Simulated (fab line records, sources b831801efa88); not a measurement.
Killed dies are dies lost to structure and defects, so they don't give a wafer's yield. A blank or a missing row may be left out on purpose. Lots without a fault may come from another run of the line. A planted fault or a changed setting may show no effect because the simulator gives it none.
One fault seen from 2 desks | flow gf180mcu | each desk has only its own numbers; what lay behind them comes last

THE TOOL OWNER'S DESK: implanter-02
The tool's own readings at GF_HV_LDD_IMPLANT_48: means of the sampled wafers that have a number, for each lot that ran on this tool. A lot is out of limits, marked OUT, if its mean lies more than 4 standard deviations from the usual mean; the brackets give that distance.
Columns: A = beam_energy_keV at GF_HV_LDD_IMPLANT_48, usual 25.000; B = dose_ions_cm2 at GF_HV_LDD_IMPLANT_48, usual 2.999e+13; C = faraday_current_uA at GF_HV_LDD_IMPLANT_48, usual 169
lot  | first seen here | A      | B                           | C
L841 | day 13 03:06    | 25.006 | 3.000e+13                   | 169
L843 | day 13 18:57    | 24.999 | 2.994e+13                   | 169
L845 | day 14 12:40    | 24.998 | 2.998e+13                   | 168
L846 | day 15 00:24    | 25.002 | 3.003e+13                   | 169
L853 | day 16 23:49    | 24.996 | 1.150e+14 (+99 or more) OUT | 640 (+99 or more) OUT
L855 | day 17 20:39    | 24.995 | 1.150e+14 (+99 or more) OUT | 657 (+99 or more) OUT
This desk's finding: out of limits on L853, L855; first on L853, day 16 23:49 (dose_ions_cm2 at GF_HV_LDD_IMPLANT_48). In limits: L841, L843, L845, L846.

THE METROLOGY DESK
What the gauges read, lot by lot, whatever tool the lot ran on: means of the sampled wafers that have a number. A lot is out of limits, marked OUT, if its mean lies more than 4 standard deviations from the usual mean; the brackets give that distance.
Columns: A = VT_IMPLANT_01_OVL at GF_VT_IMPLANT_OVL_MEAS_18, usual 0.5 nm; B = HV_LDD_4_TW at GF_HV_LDD_TW_MEAS_50, usual 565; C = cd_nm at GF_PSD_CD_MEAS_07, usual 400.1 nm
lot  | first seen here | A    | B             | C
L839 | day 6 03:44     | 0.5  | 555           | 404.4
L841 | day 6 19:48     | 3.3  | 566           | 398.1
L842 | day 7 04:28     | 2.3  | 567           | 398.2
L843 | day 7 12:03     | -0.7 | 565           | 399.6
L844 | day 7 15:43     | -0.1 | 568           | 396.8
L845 | day 7 21:26     | -0.6 | 561           | 402.5
L846 | day 8 08:15     | 1.3  | 565           | 400.1
L853 | day 9 20:58     | 0.3  | 870 (+69) OUT | 399.4
L855 | day 10 11:31    | -0.2 | 866 (+68) OUT | 397.9
L856 | day 10 17:27    | 0.8  | 562           | 405.8
L857 | day 11 00:50    | 1.3  | 562           | 401.5
L860 | day 11 19:17    | 0.6  | 569           | 398.8
L861 | day 12 00:23    | 1.1  | 569           | 398.2
This desk's finding: out of limits on L853, L855; first on L853, day 17 00:04 (HV_LDD_4_TW at GF_HV_LDD_TW_MEAS_50). In limits: L839, L841, L842, L843, L844, L845, L846, L856, L857, L860, L861.

PUT TOGETHER
The tool owner's desk could have raised an alarm at day 16 23:49, on L853, L855.
The metrology desk could have raised an alarm at day 17 00:04, on L853, L855.
Of the lots named, all ran GF_HV_LDD_IMPLANT_48 on implanter-02.

WHAT THE SIMULATOR HAD PUT IN
Process parameter drift: implanter-02, from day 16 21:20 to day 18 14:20, at GF_HV_LDD_IMPLANT_48. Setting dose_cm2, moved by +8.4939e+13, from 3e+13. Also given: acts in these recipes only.
Lots struck among those shown: L853, L855.
Hours from the fault's start to each desk's first reading out of limits: the tool owner's desk, 2; the metrology desk, 3.
